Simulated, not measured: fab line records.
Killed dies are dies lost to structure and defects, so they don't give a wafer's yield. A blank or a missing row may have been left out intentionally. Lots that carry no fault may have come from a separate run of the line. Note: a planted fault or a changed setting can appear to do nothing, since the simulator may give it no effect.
fab line records + flow sfq_line + part 2 of 2: steps 25 to 34 of 34
record:
- lots: 5
- wafers: 15
- last_day: 86
route steps=325 shown I0@48 M1@58 I1@73
lots that met no fault: from a run of the same line without faults
start_h: hours from the record's opening day to when the first of the lot's shown wafers began + wait_h: how many hours have passed since the lot's step before this one + " the same as in the row above + L1.1+2: a row that stands for several wafers + - no value, or no start was given + * or withheld: withheld + < > ~ a bound
route shown NAME@n: a module of which the file shows steps, and the number in the route of the first + usual: mean and standard deviation over wafers with no fault + same: alike in all rows + chamber/n: place in a boat + sites: the reading at each site + _std_site: their standard deviation + _edge_site: mean of outer sites minus mean of inner sites + radius_mm: for every site, how far away it sits from the centre of the wafer + mask NAME#n: copy n + behind: the tool/chamber that last shaped the wafer + hold: why the lot went on hold/how many hours it stayed there/how the hold came to an end + device: names the non-switching transistor (n, p or np) + end of line: the same wafers' tests at the end of the route + a step with no rows: only its recipe + killed: count of dies lost to structure and defects at first sort (not the wafer's yield) + map: dies across one wafer; x = killed, . = not, _ = none there
set.NAME: the setting that was run; set.NAME@STEP: the one run at that earlier step + model.NAME: the simulator's own value behind a step, which no gauge read
lots at selected steps of the route; one table per step, one row per wafer
services: the hour from which a tool's chamber was out of use, counted from the record's first day as start_h (under 0 if before that day), plus the number of hours and why
== steps ==
step: SFQ_TRILAYER_I1_DEP_PECVD_045
recipe:
- material: SiO2
- temp_c: 150
- time_s: 111.11
- pressure_torr: 2.4
- rf_w: 183.3
- precursor: SiH4/N2O
- target_thk_nm: 500
usual:
- heater_power_w: 81/12
- showerhead_vpp_V: 843/50
- throttle_valve_pct: 23.9/1.3
| lot.wafer | tool     | chamber | start_h | wait_h | heater_power_w | showerhead_vpp_V | throttle_valve_pct |
|-----------|----------|---------|---------|--------|----------------|------------------|--------------------|
| L077.1    | pecvd-03 | 0       | 381.13  | 0.0    | 93             | 864              | 23.3               |
| L077.2    | "        | 2       | "       | "      | 84             | 800              | 25.2               |
| L077.4    | "        | 1       | "       | "      | 73             | 937              | 25.1               |
| L083.4    | pecvd-01 | 1       | 595.90  | 0.0    | 86             | 813              | 23.8               |
| L083.5    | "        | 0       | "       | "      | 83             | 859              | 21.7               |
| L083.6    | "        | 2       | "       | "      | 101            | 825              | 24.5               |
| L091.2    | pecvd-04 | 0       | 664.71  | 0.0    | 53             | 899              | 23.8               |
| L091.5    | "        | 2       | "       | "      | 81             | 762              | 23.4               |
| L091.6    | "        | 0       | "       | "      | 55             | 885              | 23.7               |
| L092.1    | pecvd-03 | 1       | 665.91  | 0.0    | 75             | 951              | 25.5               |
| L092.5    | "        | 0       | "       | "      | 89             | 844              | 24.1               |
| L092.6    | "        | 1       | "       | "      | 78             | 929              | 25.6               |
| L096.1    | pecvd-04 | 2       | 679.11  | 0.0    | 82             | 758              | 23.2               |
| L096.2    | "        | 0       | "       | "      | 53             | 882              | 23.8               |
| L096.4    | "        | 0       | "       | "      | 57             | 891              | 23.6               |
step: SFQ_TRILAYER_I1_CMP_CMP_046
recipe:
- material: SiO2
- down_force_psi: 3
- platen_rpm: 60
- pad_velocity_m_s: 0.94248
usual:
- edge_zone_pressure_frac: 1.000/0.0052
- motor_current_A: 10.4/1.2
- time_to_endpoint_s: 212/6.9
| lot.wafer | tool   | chamber | start_h | wait_h | edge_zone_pressure_frac | motor_current_A | time_to_endpoint_s |
|-----------|--------|---------|---------|--------|-------------------------|-----------------|--------------------|
| L077.4    | cmp-02 | 0       | 385.79  | 4.6    | 1.000                   | 9.7             | 222                |
| L077.1    | "      | 1       | "       | "      | 1.007                   | 10.9            | 216                |
| L077.2    | "      | 2       | "       | "      | 1.007                   | 10.4            | 221                |
| L083.4    | cmp-02 | 1       | 603.94  | 8.0    | 1.003                   | 11.2            | 204                |
| L083.6    | "      | 3       | 604.94  | 9.0    | 0.994                   | 12.0            | 202                |
| L083.5    | "      | 0       | "       | "      | 0.997                   | 10.1            | 208                |
| L091.2    | cmp-01 | 2       | 665.78  | 1.0    | 0.993                   | 7.9             | 211                |
| L091.6    | "      | 0       | 666.78  | 2.0    | 1.007                   | 10.6            | 216                |
| L091.5    | "      | 1       | "       | "      | 1.007                   | 9.9             | 215                |
| L092.1    | cmp-02 | 0       | 667.08  | 1.1    | 0.992                   | 9.8             | 200                |
| L092.6    | "      | 3       | 668.58  | 2.6    | 1.000                   | 12.5            | 202                |
| L092.5    | "      | 0       | "       | "      | 0.994                   | 9.9             | 215                |
| L096.2    | cmp-02 | 3       | 679.72  | 0.6    | 1.009                   | 11.7            | 202                |
| L096.4    | "      | 0       | "       | "      | 0.998                   | 10.1            | 214                |
| L096.1    | "      | 1       | "       | "      | 0.997                   | 11.2            | 198                |
step: SFQ_I1_BOW_MEAS_912
recipe:
- mode: bow
usual:
- I1_BOW: 0/8.8
| lot.wafer | tool          | chamber | start_h | wait_h | I1_BOW[um] |
|-----------|---------------|---------|---------|--------|------------|
| L077.1    | film_metro-01 | -       | 388.79  | 2.0    | -22        |
| L077.2    | "             | -       | "       | "      | -15        |
| L077.4    | "             | -       | "       | "      | -10        |
| L083.4    | film_metro-01 | -       | 606.00  | 1.6    | -13        |
| L083.5    | "             | -       | "       | "      | -2         |
| L083.6    | "             | -       | "       | "      | -11        |
| L091.2    | film_metro-01 | -       | 667.80  | 1.5    | -5         |
| L091.5    | "             | -       | "       | "      | 4          |
| L091.6    | "             | -       | "       | "      | 2          |
| L092.1    | film_metro-03 | -       | 669.58  | 2.0    | 5          |
| L092.5    | "             | -       | "       | "      | 8          |
| L092.6    | "             | -       | "       | "      | 4          |
| L096.1    | film_metro-01 | -       | 682.22  | 1.0    | 13         |
| L096.2    | "             | -       | "       | "      | 5          |
| L096.4    | "             | -       | "       | "      | 17         |
step: SFQ_TRILAYER_I1_METRO_MEASURE_047
usual:
- thk_nm: 199.6/0.99
| lot.wafer | tool          | chamber | start_h | wait_h | thk_nm |
|-----------|---------------|---------|---------|--------|--------|
| L077.1    | film_metro-01 | -       | 388.91  | 0.1    | 200.8  |
| L077.2    | "             | -       | "       | "      | 202.3  |
| L077.4    | "             | -       | "       | "      | 200.5  |
| L083.4    | film_metro-01 | -       | 606.66  | 0.6    | 200.4  |
| L083.5    | "             | -       | "       | "      | 201.2  |
| L083.6    | "             | -       | "       | "      | 200.2  |
| L091.2    | film_metro-01 | -       | 668.10  | 0.3    | 200.6  |
| L091.5    | "             | -       | "       | "      | 199.9  |
| L091.6    | "             | -       | "       | "      | 200.1  |
| L092.1    | film_metro-03 | -       | 669.70  | 0.1    | 198.9  |
| L092.5    | "             | -       | "       | "      | 198.7  |
| L092.6    | "             | -       | "       | "      | 198.7  |
| L096.1    | film_metro-01 | -       | 682.34  | 0.1    | 200.8  |
| L096.2    | "             | -       | "       | "      | 199.1  |
| L096.4    | "             | -       | "       | "      | 199.8  |
step: SFQ_TRILAYER_I1_VIA_LITHO_COAT_054
recipe:
- resist: BARC
- spin_rpm: 2975
- resist_thk_nm: 62
usual:
- chill_plate_temp_C: 23.02/0.082
| lot.wafer | tool           | chamber | start_h | wait_h | chill_plate_temp_C |
|-----------|----------------|---------|---------|--------|--------------------|
| L077.1    | litho_track-03 | 0       | 390.19  | 1.1    | 23.01              |
| L077.2    | "              | 0       | "       | "      | 23.06              |
| L077.4    | "              | 0       | "       | "      | 23.19              |
| L083.4    | litho_track-02 | 0       | 607.41  | 0.6    | 22.99              |
| L083.5    | "              | 0       | "       | "      | 23.01              |
| L083.6    | "              | 0       | "       | "      | 23.07              |
| L091.2    | litho_track-02 | 0       | 669.15  | 0.8    | 23.00              |
| L091.5    | "              | 0       | "       | "      | 22.94              |
| L091.6    | "              | 0       | "       | "      | 22.91              |
| L092.1    | litho_track-04 | 0       | 670.90  | 1.0    | 22.95              |
| L092.5    | "              | 0       | "       | "      | 23.03              |
| L092.6    | "              | 0       | "       | "      | 22.93              |
| L096.1    | litho_track-03 | 0       | 683.54  | 1.0    | 22.96              |
| L096.2    | "              | 0       | "       | "      | 23.00              |
| L096.4    | "              | 0       | "       | "      | 23.05              |
step: SFQ_TRILAYER_I1_VIA_LITHO_COAT_049
recipe:
- resist: KrF
- spin_rpm: 3000
- resist_thk_nm: 650
usual:
- chill_plate_temp_C: 23.02/0.11
| lot.wafer | tool           | chamber | start_h | wait_h | chill_plate_temp_C |
|-----------|----------------|---------|---------|--------|--------------------|
| L077.1    | litho_track-03 | 0       | 390.49  | 0.2    | 23.05              |
| L077.2    | "              | 0       | "       | "      | 22.96              |
| L077.4    | "              | 0       | "       | "      | 22.82              |
| L083.4    | litho_track-02 | 0       | 607.71  | 0.2    | 22.81              |
| L083.5    | "              | 0       | "       | "      | 23.04              |
| L083.6    | "              | 0       | "       | "      | 22.81              |
| L091.2    | litho_track-02 | 0       | 669.45  | 0.2    | 23.16              |
| L091.5    | "              | 0       | "       | "      | 23.14              |
| L091.6    | "              | 0       | "       | "      | 23.02              |
| L092.1    | litho_track-04 | 0       | 671.20  | 0.2    | 23.01              |
| L092.5    | "              | 0       | "       | "      | 22.88              |
| L092.6    | "              | 0       | "       | "      | 23.04              |
| L096.1    | litho_track-03 | 0       | 683.84  | 0.2    | 22.81              |
| L096.2    | "              | 0       | "       | "      | 22.98              |
| L096.4    | "              | 0       | "       | "      | 22.96              |
step: SFQ_TRILAYER_I1_VIA_LITHO_SOFTBAKE_053
recipe:
- temp_c: withheld
- time_s: withheld
- resist: KrF
usual:
- chill_plate_temp_C: *
| lot.wafer | tool           | chamber | start_h | wait_h | chill_plate_temp_C |
|-----------|----------------|---------|---------|--------|--------------------|
| L077.1    | litho_track-03 | 0       | 390.79  | 0.2    | *                  |
| L077.2    | "              | 0       | "       | "      | *                  |
| L077.4    | "              | 0       | "       | "      | *                  |
| L083.4    | litho_track-02 | 0       | 607.93  | 0.2    | *                  |
| L083.5    | "              | 0       | "       | "      | *                  |
| L083.6    | "              | 0       | "       | "      | *                  |
| L091.2    | litho_track-02 | 0       | 669.73  | 0.2    | *                  |
| L091.5    | "              | 0       | "       | "      | *                  |
| L091.6    | "              | 0       | "       | "      | *                  |
| L092.1    | litho_track-04 | 0       | 671.50  | 0.2    | *                  |
| L092.5    | "              | 0       | "       | "      | *                  |
| L092.6    | "              | 0       | "       | "      | *                  |
| L096.1    | litho_track-03 | 0       | 684.14  | 0.2    | *                  |
| L096.2    | "              | 0       | "       | "      | *                  |
| L096.4    | "              | 0       | "       | "      | *                  |
step: SFQ_TRILAYER_I1_VIA_LITHO_EXPOSE_050
recipe:
- mask_id: I1
- na: 0.6
- source_shape: conventional
- sigma_outer: 0.65
- target_cd_nm: 500
- dose_mj: 21.3
| lot.wafer  | tool           | chamber | start_h | wait_h | mask |
|------------|----------------|---------|---------|--------|------|
| L077.1+2+4 | krf_scanner-02 | 0       | 412.20  | -      | I1#0 |
| L083.4+5+6 | krf_scanner-01 | 0       | 760.26  | -      | I1#0 |
| L091.2+5+6 | krf_scanner-02 | 0       | 826.73  | -      | I1#0 |
| L092.1+5+6 | krf_scanner-02 | 0       | 828.93  | -      | I1#0 |
| L096.1+2+4 | krf_scanner-02 | 0       | 836.13  | -      | I1#0 |
step: SFQ_TRILAYER_I1_VIA_LITHO_PEB_052
recipe:
- peb_temp_c: 115
- peb_time_s: 60
- resist: KrF
usual:
- chill_plate_temp_C: 23.00/0.12
| lot.wafer | tool           | chamber | start_h | wait_h | chill_plate_temp_C |
|-----------|----------------|---------|---------|--------|--------------------|
| L077.1    | litho_track-03 | 0       | 413.40  | 1.0    | 23.19              |
| L077.2    | "              | 0       | "       | "      | 23.17              |
| L077.4    | "              | 0       | "       | "      | 22.98              |
| L083.4    | litho_track-02 | 0       | 760.93  | 0.5    | 22.82              |
| L083.5    | "              | 0       | "       | "      | 22.91              |
| L083.6    | "              | 0       | "       | "      | 22.83              |
| L091.2    | litho_track-04 | 0       | 827.76  | 0.8    | 23.13              |
| L091.5    | "              | 0       | "       | "      | 22.90              |
| L091.6    | "              | 0       | "       | "      | 22.88              |
| L092.1    | litho_track-04 | 0       | 830.13  | 1.0    | 23.16              |
| L092.5    | "              | 0       | "       | "      | 23.02              |
| L092.6    | "              | 0       | "       | "      | 23.22              |
| L096.1    | litho_track-03 | 0       | 837.33  | 1.0    | 22.88              |
| L096.2    | "              | 0       | "       | "      | 22.88              |
| L096.4    | "              | 0       | "       | "      | 23.03              |
step: SFQ_TRILAYER_I1_VIA_LITHO_DEVELOP_051
recipe:
- time_s: 60
- resist: KrF
usual:
- chill_plate_temp_C: 22.99/0.11
| lot.wafer | tool           | chamber | start_h | wait_h | chill_plate_temp_C |
|-----------|----------------|---------|---------|--------|--------------------|
| L077.1    | litho_track-03 | 0       | 413.55  | 0.1    | 22.94              |
| L077.2    | "              | 0       | "       | "      | 23.06              |
| L077.4    | "              | 0       | "       | "      | 22.90              |
| L083.4    | litho_track-02 | 0       | 761.08  | 0.1    | 22.77              |
| L083.5    | "              | 0       | "       | "      | 22.87              |
| L083.6    | "              | 0       | "       | "      | 22.99              |
| L091.2    | litho_track-04 | 0       | 827.91  | 0.1    | 23.10              |
| L091.5    | "              | 0       | "       | "      | 23.06              |
| L091.6    | "              | 0       | "       | "      | 23.02              |
| L092.1    | litho_track-04 | 0       | 830.28  | 0.1    | 23.08              |
| L092.5    | "              | 0       | "       | "      | 22.99              |
| L092.6    | "              | 0       | "       | "      | 23.06              |
| L096.1    | litho_track-03 | 0       | 837.48  | 0.1    | 23.08              |
| L096.2    | "              | 0       | "       | "      | 23.08              |
| L096.4    | "              | 0       | "       | "      | 22.87              |
== services ==
| tool           | chamber | start_h | hours | kind   |
|----------------|---------|---------|-------|--------|
| rie_diel-04    | 0       | 247.23  | 18.1  | repair |
| pvd_sputter-03 | -       | 254.51  | 1.5   | repair |
| krf_scanner-02 | -       | 257.97  | 1.1   | repair |
| rie_metal-04   | -       | 269.96  | 1.2   | repair |
| krf_scanner-01 | -       | 278.50  | 4.4   | pm     |
| krf_scanner-01 | -       | 295.89  | 1.0   | pm     |
| krf_scanner-01 | -       | 341.41  | 1.3   | pm     |
| krf_scanner-01 | -       | 342.95  | 1.8   | repair |
| krf_scanner-01 | -       | 347.14  | 0.8   | pm     |
| krf_scanner-01 | -       | 361.67  | 0.5   | repair |
| krf_scanner-01 | -       | 371.14  | 0.9   | repair |
| krf_scanner-01 | -       | 466.24  | 1.0   | pm     |
| krf_scanner-01 | -       | 515.24  | 0.8   | pm     |
| krf_scanner-01 | -       | 517.19  | 1.3   | pm     |
| rie_metal-04   | 1       | 568.46  | 8.6   | repair |
| krf_scanner-01 | -       | 598.48  | 8.7   | repair |
| krf_scanner-01 | -       | 634.81  | 1.0   | pm     |
| krf_scanner-01 | -       | 683.81  | 0.8   | pm     |
| krf_scanner-01 | -       | 684.56  | 4.0   | pm     |
| krf_scanner-01 | -       | 693.38  | 1.3   | pm     |
| rie_metal-04   | -       | 728.46  | 28.1  | pm     |
| krf_scanner-01 | -       | 795.21  | 0.4   | repair |
| krf_scanner-01 | -       | 804.06  | 1.0   | pm     |
| krf_scanner-01 | -       | 820.41  | 0.7   | repair |
